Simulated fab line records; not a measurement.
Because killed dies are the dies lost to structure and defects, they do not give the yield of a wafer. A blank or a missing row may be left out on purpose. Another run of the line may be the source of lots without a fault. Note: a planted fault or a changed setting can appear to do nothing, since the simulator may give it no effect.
fab line records :: flow sky130
record:
  lots: 7
  wafers: 21
  last_day: 50
route steps=708 shown SD_P@322 RES_XHIGH@332
lots untouched by any fault: they come from a run of this same line in which no faults occurred
start_h: hours from the record's opening day to when the first of the lot's shown wafers began :: wait_h: hours elapsed since this lot's preceding step :: " same as the row above :: L1.1+2: a row that stands for several wafers :: - either no value or no given start :: * or withheld: withheld :: < > ~ a bound
route shown NAME@n: NAME is a module with steps in the file, n the number in the route of the first one :: usual: mean/standard deviation taken from wafers without a fault :: same: alike in all rows :: chamber/n: place in a boat :: sites: per-site readings :: _std_site: the values' standard deviation :: _edge_site: outer sites' mean less inner sites' :: radius_mm: how far each site lies from the wafer's centre :: mask NAME#n: copy n :: behind: the tool/chamber that last shaped the wafer :: hold: reason for holding the lot/hours on hold/outcome of the hold :: device: names the non-switching transistor (n, p or np) :: end of line: tests run on the same wafers once the route is complete :: step lacking rows: just its recipe :: killed: the dies lost at the first sort to structure and to defects; this is not the yield of the wafer :: map: per-die view of a wafer (x killed, . not killed, _ where there is no die)
set.NAME: setting as actually run; set.NAME@STEP: the setting as run at that earlier step :: model.NAME: the simulator's own value behind a step, which no gauge read
lots at selected steps of the route; one table per step, one row per wafer
services: when a tool's chamber went out of use (start_h, in hours from the record's first day, below 0 if earlier), for how many hours, and the reason
== steps ==
step: SKY_SD_P_COAT_02
recipe:
  resist: NOVOLAK
  spin_rpm: 3000
  resist_thk_nm: 1140
step: SKY_SD_P_SOFTBAKE_03
recipe:
  temp_c: 90
  time_s: 60
  resist: NOVOLAK
step: SKY_SD_P_EXPOSE_04
recipe:
  mask_id: PSDM
  na: 0.6
  source_shape: conventional
  sigma_outer: 0.6
  polarization: unpolarized
  target_cd_nm: 380
  dose_mj: 138
step: SKY_SD_P_PEB_05
recipe:
  temp_c: withheld
  time_s: *
  resist: NOVOLAK
step: SKY_SD_P_DEVELOP_06
recipe:
  resist: NOVOLAK
  developer: TMAH
  develop_time_s: 60
  dev_temp_c: 23
step: SKY_SD_P_CD_MEAS_07
recipe:
  target_cd_nm: 380
usual:
  cd_nm: 380.4/2.5
lot.wafer: L405.1
tool: cd_sem-01
chamber: -
start_h: 607.53
wait_h: 0.1
cd_nm: 376.9

lot.wafer: L405.2
tool: cd_sem-01
chamber: -
start_h: 607.53
wait_h: 0.1
cd_nm: 376.6

lot.wafer: L405.5
tool: cd_sem-01
chamber: -
start_h: 607.53
wait_h: 0.1
cd_nm: 374.5

lot.wafer: L410.1
tool: cd_sem-01
chamber: -
start_h: 652.77
wait_h: 0.1
cd_nm: 384.5

lot.wafer: L410.2
tool: cd_sem-01
chamber: -
start_h: 652.77
wait_h: 0.1
cd_nm: 382.6

lot.wafer: L410.4
tool: cd_sem-01
chamber: -
start_h: 652.77
wait_h: 0.1
cd_nm: 381.2

lot.wafer: L418.1
tool: cd_sem-01
chamber: -
start_h: 717.16
wait_h: 0.1
cd_nm: 377.6

lot.wafer: L418.2
tool: cd_sem-01
chamber: -
start_h: 717.16
wait_h: 0.1
cd_nm: 379.2

lot.wafer: L418.3
tool: cd_sem-01
chamber: -
start_h: 717.16
wait_h: 0.1
cd_nm: 379.9

lot.wafer: L423.1
tool: cd_sem-02
chamber: -
start_h: 750.32
wait_h: 0.1
cd_nm: 382.4

lot.wafer: L423.3
tool: cd_sem-02
chamber: -
start_h: 750.32
wait_h: 0.1
cd_nm: 380.7

lot.wafer: L423.5
tool: cd_sem-02
chamber: -
start_h: 750.32
wait_h: 0.1
cd_nm: 381.5

lot.wafer: L424.1
tool: cd_sem-02
chamber: -
start_h: 759.12
wait_h: 0.1
cd_nm: 381.2

lot.wafer: L424.2
tool: cd_sem-02
chamber: -
start_h: 759.12
wait_h: 0.1
cd_nm: 380.7

lot.wafer: L424.6
tool: cd_sem-02
chamber: -
start_h: 759.12
wait_h: 0.1
cd_nm: 379.8

lot.wafer: L425.1
tool: cd_sem-02
chamber: -
start_h: 767.31
wait_h: 0.1
cd_nm: 379.7

lot.wafer: L425.3
tool: cd_sem-02
chamber: -
start_h: 767.31
wait_h: 0.1
cd_nm: 379.8

lot.wafer: L425.6
tool: cd_sem-02
chamber: -
start_h: 767.31
wait_h: 0.1
cd_nm: 375.2

lot.wafer: L426.2
tool: cd_sem-02
chamber: -
start_h: 789.96
wait_h: 0.1
cd_nm: 382.5

lot.wafer: L426.5
tool: cd_sem-02
chamber: -
start_h: 789.96
wait_h: 0.1
cd_nm: 383.6

lot.wafer: L426.6
tool: cd_sem-02
chamber: -
start_h: 789.96
wait_h: 0.1
cd_nm: 381.8
step: SKY_SD_P_OVL_MEAS_08
usual:
  SD_P_OVL: 0.5/1.7
lot.wafer: L405.1
tool: overlay-01
chamber: -
start_h: 607.65
wait_h: 0.1
SD_P_OVL[nm]: 1.3

lot.wafer: L405.2
tool: overlay-01
chamber: -
start_h: 607.65
wait_h: 0.1
SD_P_OVL[nm]: 0.8

lot.wafer: L405.5
tool: overlay-01
chamber: -
start_h: 607.65
wait_h: 0.1
SD_P_OVL[nm]: 2.3

lot.wafer: L410.1
tool: overlay-02
chamber: -
start_h: 652.89
wait_h: 0.1
SD_P_OVL[nm]: -1.8

lot.wafer: L410.2
tool: overlay-02
chamber: -
start_h: 652.89
wait_h: 0.1
SD_P_OVL[nm]: -1.8

lot.wafer: L410.4
tool: overlay-02
chamber: -
start_h: 652.89
wait_h: 0.1
SD_P_OVL[nm]: -2.7

lot.wafer: L418.1
tool: overlay-01
chamber: -
start_h: 717.28
wait_h: 0.1
SD_P_OVL[nm]: -3.9

lot.wafer: L418.2
tool: overlay-01
chamber: -
start_h: 717.28
wait_h: 0.1
SD_P_OVL[nm]: -2.9

lot.wafer: L418.3
tool: overlay-01
chamber: -
start_h: 717.28
wait_h: 0.1
SD_P_OVL[nm]: -0.3

lot.wafer: L423.1
tool: overlay-02
chamber: -
start_h: 750.44
wait_h: 0.1
SD_P_OVL[nm]: -1.7

lot.wafer: L423.3
tool: overlay-02
chamber: -
start_h: 750.44
wait_h: 0.1
SD_P_OVL[nm]: 0.3

lot.wafer: L423.5
tool: overlay-02
chamber: -
start_h: 750.44
wait_h: 0.1
SD_P_OVL[nm]: -0.4

lot.wafer: L424.1
tool: overlay-01
chamber: -
start_h: 759.24
wait_h: 0.1
SD_P_OVL[nm]: 1.9

lot.wafer: L424.2
tool: overlay-01
chamber: -
start_h: 759.24
wait_h: 0.1
SD_P_OVL[nm]: 0.2

lot.wafer: L424.6
tool: overlay-01
chamber: -
start_h: 759.24
wait_h: 0.1
SD_P_OVL[nm]: -1.7

lot.wafer: L425.1
tool: overlay-02
chamber: -
start_h: 767.43
wait_h: 0.1
SD_P_OVL[nm]: 1.7

lot.wafer: L425.3
tool: overlay-02
chamber: -
start_h: 767.43
wait_h: 0.1
SD_P_OVL[nm]: -0.1

lot.wafer: L425.6
tool: overlay-02
chamber: -
start_h: 767.43
wait_h: 0.1
SD_P_OVL[nm]: 0.7

lot.wafer: L426.2
tool: overlay-02
chamber: -
start_h: 790.06
wait_h: 0.1
SD_P_OVL[nm]: 3.6

lot.wafer: L426.5
tool: overlay-02
chamber: -
start_h: 790.06
wait_h: 0.1
SD_P_OVL[nm]: 2.5

lot.wafer: L426.6
tool: overlay-02
chamber: -
start_h: 790.06
wait_h: 0.1
SD_P_OVL[nm]: 3.7
step: SKY_SD_P_IMPLANT_09
recipe:
  species: BF2
  energy_kev: 20
  dose_cm2: 3e+15
  tilt_deg: 0
step: SKY_SD_P_STRIP_10
recipe:
  chemistry: O2/N2
  power_w: 1400
  pressure_mtorr: 1500
  platen_temp_c: withheld
  o2_flow_sccm: 3000
  n2_flow_sccm: 300
  overash_fraction: 0.5
usual:
  drypump_motor_current_A: 5.9/0.4
  oes_product_au: 0.617/0.0049
  strip_time_to_endpoint_s: 17.49/0.035
lot.wafer: L405.1
tool: plasma_asher-01
chamber: 0
start_h: 607.84
wait_h: 0.1
drypump_motor_current_A: 6.2
oes_product_au: 0.617
rf_hours_counter_h: 52
strip_time_to_endpoint_s: 17.45

lot.wafer: L405.2
tool: plasma_asher-01
chamber: 1
start_h: 607.84
wait_h: 0.1
drypump_motor_current_A: 5.1
oes_product_au: 0.611
rf_hours_counter_h: 52
strip_time_to_endpoint_s: 17.43

lot.wafer: L405.5
tool: plasma_asher-01
chamber: 1
start_h: 607.84
wait_h: 0.1
drypump_motor_current_A: 5.1
oes_product_au: 0.621
rf_hours_counter_h: -
strip_time_to_endpoint_s: 17.49

lot.wafer: L410.1
tool: plasma_asher-01
chamber: 1
start_h: 653.07
wait_h: 0.1
drypump_motor_current_A: 5.1
oes_product_au: 0.608
rf_hours_counter_h: 57
strip_time_to_endpoint_s: 17.51

lot.wafer: L410.2
tool: plasma_asher-01
chamber: 0
start_h: 653.07
wait_h: 0.1
drypump_motor_current_A: 6.2
oes_product_au: 0.613
rf_hours_counter_h: 57
strip_time_to_endpoint_s: 17.48

lot.wafer: L410.4
tool: plasma_asher-01
chamber: 1
start_h: 653.07
wait_h: 0.1
drypump_motor_current_A: 5.1
oes_product_au: 0.613
rf_hours_counter_h: -
strip_time_to_endpoint_s: 17.46

lot.wafer: L418.1
tool: plasma_asher-04
chamber: 1
start_h: 717.46
wait_h: 0.1
drypump_motor_current_A: 6.1
oes_product_au: 0.627
rf_hours_counter_h: 20
strip_time_to_endpoint_s: 17.52

lot.wafer: L418.2
tool: plasma_asher-04
chamber: 0
start_h: 717.46
wait_h: 0.1
drypump_motor_current_A: 6.0
oes_product_au: 0.617
rf_hours_counter_h: 20
strip_time_to_endpoint_s: 17.49

lot.wafer: L418.3
tool: plasma_asher-04
chamber: 0
start_h: 717.46
wait_h: 0.1
drypump_motor_current_A: 6.0
oes_product_au: 0.611
rf_hours_counter_h: -
strip_time_to_endpoint_s: 17.50

lot.wafer: L423.1
tool: plasma_asher-01
chamber: 0
start_h: 750.62
wait_h: 0.1
drypump_motor_current_A: 6.2
oes_product_au: 0.630
rf_hours_counter_h: 66
strip_time_to_endpoint_s: 17.48

lot.wafer: L423.3
tool: plasma_asher-01
chamber: 0
start_h: 750.62
wait_h: 0.1
drypump_motor_current_A: 6.2
oes_product_au: 0.622
rf_hours_counter_h: -
strip_time_to_endpoint_s: 17.48

lot.wafer: L423.5
tool: plasma_asher-01
chamber: 1
start_h: 750.62
wait_h: 0.1
drypump_motor_current_A: 5.1
oes_product_au: 0.611
rf_hours_counter_h: -
strip_time_to_endpoint_s: 17.48

lot.wafer: L424.1
tool: plasma_asher-02
chamber: 1
start_h: 759.42
wait_h: 0.1
drypump_motor_current_A: 6.1
oes_product_au: 0.619
rf_hours_counter_h: 92
strip_time_to_endpoint_s: 17.47

lot.wafer: L424.2
tool: plasma_asher-02
chamber: 0
start_h: 759.42
wait_h: 0.1
drypump_motor_current_A: 5.6
oes_product_au: 0.616
rf_hours_counter_h: 92
strip_time_to_endpoint_s: 17.51

lot.wafer: L424.6
tool: plasma_asher-02
chamber: 0
start_h: 759.42
wait_h: 0.1
drypump_motor_current_A: 5.6
oes_product_au: 0.609
rf_hours_counter_h: -
strip_time_to_endpoint_s: 17.47

lot.wafer: L425.1
tool: plasma_asher-02
chamber: 1
start_h: 767.61
wait_h: 0.1
drypump_motor_current_A: 6.2
oes_product_au: 0.613
rf_hours_counter_h: 93
strip_time_to_endpoint_s: 17.52

lot.wafer: L425.3
tool: plasma_asher-02
chamber: 0
start_h: 767.61
wait_h: 0.1
drypump_motor_current_A: 5.5
oes_product_au: 0.617
rf_hours_counter_h: -
strip_time_to_endpoint_s: 17.49

lot.wafer: L425.6
tool: plasma_asher-02
chamber: 1
start_h: 767.61
wait_h: 0.1
drypump_motor_current_A: 6.2
oes_product_au: 0.625
rf_hours_counter_h: -
strip_time_to_endpoint_s: 17.52

lot.wafer: L426.2
tool: plasma_asher-04
chamber: 1
start_h: 790.24
wait_h: 0.1
drypump_motor_current_A: 6.1
oes_product_au: 0.618
rf_hours_counter_h: 27
strip_time_to_endpoint_s: 17.49

lot.wafer: L426.5
tool: plasma_asher-04
chamber: 0
start_h: 790.24
wait_h: 0.1
drypump_motor_current_A: 6.0
oes_product_au: 0.622
rf_hours_counter_h: -
strip_time_to_endpoint_s: 17.46

lot.wafer: L426.6
tool: plasma_asher-04
chamber: 1
start_h: 790.24
wait_h: 0.1
drypump_motor_current_A: 6.1
oes_product_au: 0.627
rf_hours_counter_h: -
strip_time_to_endpoint_s: 17.45
step: SKY_SD_P_TW_MEAS_11
usual:
  SD_P_TW: 2812/22
lot.wafer: L405.1
tool: film_metro-02
chamber: -
start_h: 607.94
wait_h: 0.1
SD_P_TW: 2828

lot.wafer: L405.2
tool: film_metro-02
chamber: -
start_h: 607.94
wait_h: 0.1
SD_P_TW: 2825

lot.wafer: L405.5
tool: film_metro-02
chamber: -
start_h: 607.94
wait_h: 0.1
SD_P_TW: 2831

lot.wafer: L410.1
tool: film_metro-01
chamber: -
start_h: 653.17
wait_h: 0.1
SD_P_TW: 2811

lot.wafer: L410.2
tool: film_metro-01
chamber: -
start_h: 653.17
wait_h: 0.1
SD_P_TW: 2829

lot.wafer: L410.4
tool: film_metro-01
chamber: -
start_h: 653.17
wait_h: 0.1
SD_P_TW: 2830

lot.wafer: L418.1
tool: film_metro-01
chamber: -
start_h: 717.56
wait_h: 0.1
SD_P_TW: 2806

lot.wafer: L418.2
tool: film_metro-01
chamber: -
start_h: 717.56
wait_h: 0.1
SD_P_TW: 2815

lot.wafer: L418.3
tool: film_metro-01
chamber: -
start_h: 717.56
wait_h: 0.1
SD_P_TW: 2785

lot.wafer: L423.1
tool: film_metro-01
chamber: -
start_h: 750.72
wait_h: 0.1
SD_P_TW: 2799

lot.wafer: L423.3
tool: film_metro-01
chamber: -
start_h: 750.72
wait_h: 0.1
SD_P_TW: 2794

lot.wafer: L423.5
tool: film_metro-01
chamber: -
start_h: 750.72
wait_h: 0.1
SD_P_TW: 2801

lot.wafer: L424.1
tool: film_metro-01
chamber: -
start_h: 759.52
wait_h: 0.1
SD_P_TW: 2789

lot.wafer: L424.2
tool: film_metro-01
chamber: -
start_h: 759.52
wait_h: 0.1
SD_P_TW: 2802

lot.wafer: L424.6
tool: film_metro-01
chamber: -
start_h: 759.52
wait_h: 0.1
SD_P_TW: 2817

lot.wafer: L425.1
tool: film_metro-04
chamber: -
start_h: 767.71
wait_h: 0.1
SD_P_TW: 2834

lot.wafer: L425.3
tool: film_metro-04
chamber: -
start_h: 767.71
wait_h: 0.1
SD_P_TW: 2849

lot.wafer: L425.6
tool: film_metro-04
chamber: -
start_h: 767.71
wait_h: 0.1
SD_P_TW: 2830

lot.wafer: L426.2
tool: film_metro-04
chamber: -
start_h: 790.35
wait_h: 0.1
SD_P_TW: 2808

lot.wafer: L426.5
tool: film_metro-04
chamber: -
start_h: 790.35
wait_h: 0.1
SD_P_TW: 2809

lot.wafer: L426.6
tool: film_metro-04
chamber: -
start_h: 790.35
wait_h: 0.1
SD_P_TW: 2799
step: SKY_RES_XHIGH_DEHYDRATE_00
recipe:
  temp_c: 200
  time_s: 60
step: SKY_RES_XHIGH_HMDS_01
recipe:
  prime_time_s: 60
  prime_temp_c: 120
step: SKY_RES_XHIGH_COAT_02
recipe:
  resist: NOVOLAK
  spin_rpm: 3000
  resist_thk_nm: 1140
usual:
  chill_plate_temp_C: 23.00/0.11
  dispense_pressure_kPa: 51.6/1.9
lot.wafer: L405.1
tool: litho_track-03
chamber: 0
start_h: 622.17
wait_h: 0.1
chill_plate_temp_C: 22.98
dispense_pressure_kPa: 49.2

lot.wafer: L405.2
tool: litho_track-03
chamber: 0
start_h: 622.17
wait_h: 0.1
chill_plate_temp_C: 23.14
dispense_pressure_kPa: 49.2

lot.wafer: L405.5
tool: litho_track-03
chamber: 0
start_h: 622.17
wait_h: 0.1
chill_plate_temp_C: 22.98
dispense_pressure_kPa: 49.2

lot.wafer: L410.1
tool: litho_track-03
chamber: 0
start_h: 667.32
wait_h: 0.1
chill_plate_temp_C: 23.08
dispense_pressure_kPa: 49.2

lot.wafer: L410.2
tool: litho_track-03
chamber: 0
start_h: 667.32
wait_h: 0.1
chill_plate_temp_C: 22.90
dispense_pressure_kPa: 49.2

lot.wafer: L410.4
tool: litho_track-03
chamber: 0
start_h: 667.32
wait_h: 0.1
chill_plate_temp_C: 22.89
dispense_pressure_kPa: 49.2

lot.wafer: L418.1
tool: litho_track-04
chamber: 0
start_h: 730.66
wait_h: 0.1
chill_plate_temp_C: 22.96
dispense_pressure_kPa: 51.8

lot.wafer: L418.2
tool: litho_track-04
chamber: 0
start_h: 730.66
wait_h: 0.1
chill_plate_temp_C: 22.94
dispense_pressure_kPa: 51.8

lot.wafer: L418.3
tool: litho_track-04
chamber: 0
start_h: 730.66
wait_h: 0.1
chill_plate_temp_C: 23.05
dispense_pressure_kPa: 51.8

lot.wafer: L423.1
tool: litho_track-04
chamber: -
start_h: 763.31
wait_h: 0.1
chill_plate_temp_C: -
dispense_pressure_kPa: -

lot.wafer: L423.3
tool: litho_track-04
chamber: -
start_h: 763.31
wait_h: 0.1
chill_plate_temp_C: -
dispense_pressure_kPa: -

lot.wafer: L423.5
tool: litho_track-04
chamber: -
start_h: 763.31
wait_h: 0.1
chill_plate_temp_C: -
dispense_pressure_kPa: -

lot.wafer: L424.1
tool: litho_track-04
chamber: -
start_h: 772.56
wait_h: 0.1
chill_plate_temp_C: -
dispense_pressure_kPa: -

lot.wafer: L424.2
tool: litho_track-04
chamber: -
start_h: 772.56
wait_h: 0.1
chill_plate_temp_C: -
dispense_pressure_kPa: -

lot.wafer: L424.6
tool: litho_track-04
chamber: -
start_h: 772.56
wait_h: 0.1
chill_plate_temp_C: -
dispense_pressure_kPa: -

lot.wafer: L425.1
tool: litho_track-03
chamber: -
start_h: 780.92
wait_h: 0.1
chill_plate_temp_C: -
dispense_pressure_kPa: -

lot.wafer: L425.3
tool: litho_track-03
chamber: -
start_h: 780.92
wait_h: 0.1
chill_plate_temp_C: -
dispense_pressure_kPa: -

lot.wafer: L425.6
tool: litho_track-03
chamber: -
start_h: 780.92
wait_h: 0.1
chill_plate_temp_C: -
dispense_pressure_kPa: -

lot.wafer: L426.2
tool: litho_track-04
chamber: 0
start_h: 803.13
wait_h: 0.1
chill_plate_temp_C: 23.05
dispense_pressure_kPa: 51.8

lot.wafer: L426.5
tool: litho_track-04
chamber: 0
start_h: 803.13
wait_h: 0.1
chill_plate_temp_C: 23.05
dispense_pressure_kPa: 51.8

lot.wafer: L426.6
tool: litho_track-04
chamber: 0
start_h: 803.13
wait_h: 0.1
chill_plate_temp_C: 23.09
dispense_pressure_kPa: 51.8
step: SKY_RES_XHIGH_SOFTBAKE_03
recipe:
  temp_c: 90
  time_s: 60
  resist: NOVOLAK
== services ==
tool: plasma_asher-02
chamber: -
start_h: 680.31
hours: 1.0
kind: repair

tool: plasma_asher-02
chamber: -
start_h: 693.58
hours: 2.8
kind: pm

tool: plasma_asher-04
chamber: -
start_h: 772.60
hours: 4.2
kind: repair

tool: plasma_asher-04
chamber: -
start_h: 792.19
hours: 1.6
kind: repair
== key ==
first_sign:
  step: SKY_RES_XHIGH_COAT_02
  reading: tool_record
  direction: missing
effect none on later readings
met_at SKY_RES_XHIGH_COAT_02
struck_wafers L423.1,L423.3,L423.5,L424.1,L424.2,L424.6,L425.1,L425.3,L425.6
sort_left_out L423.1,L423.3,L423.5,L424.1,L424.2,L424.6,L425.1,L425.3,L425.6
tester_left_out L423,L424,L425
onset_between 730.66 763.31
fault:
  kind: skipped_step_whole
  tool: litho_track-03,litho_track-04
  chamber: -
  onset_h: 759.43
  steps: SKY_RES_XHIGH_COAT_02
  scope: struck_lots_only
tester_left_out: of these lots the tester's yield and bins aren't shown, on N5 and GAA mostly nor the transistor test; their killed dies are dies lost to structure and defects alone, not to doping, threshold or leakage, so they don't give the yield
sort_left_out: the simulated sort isn't trusted on such a fault, so these wafers' sort isn't shown, and their yield isn't known
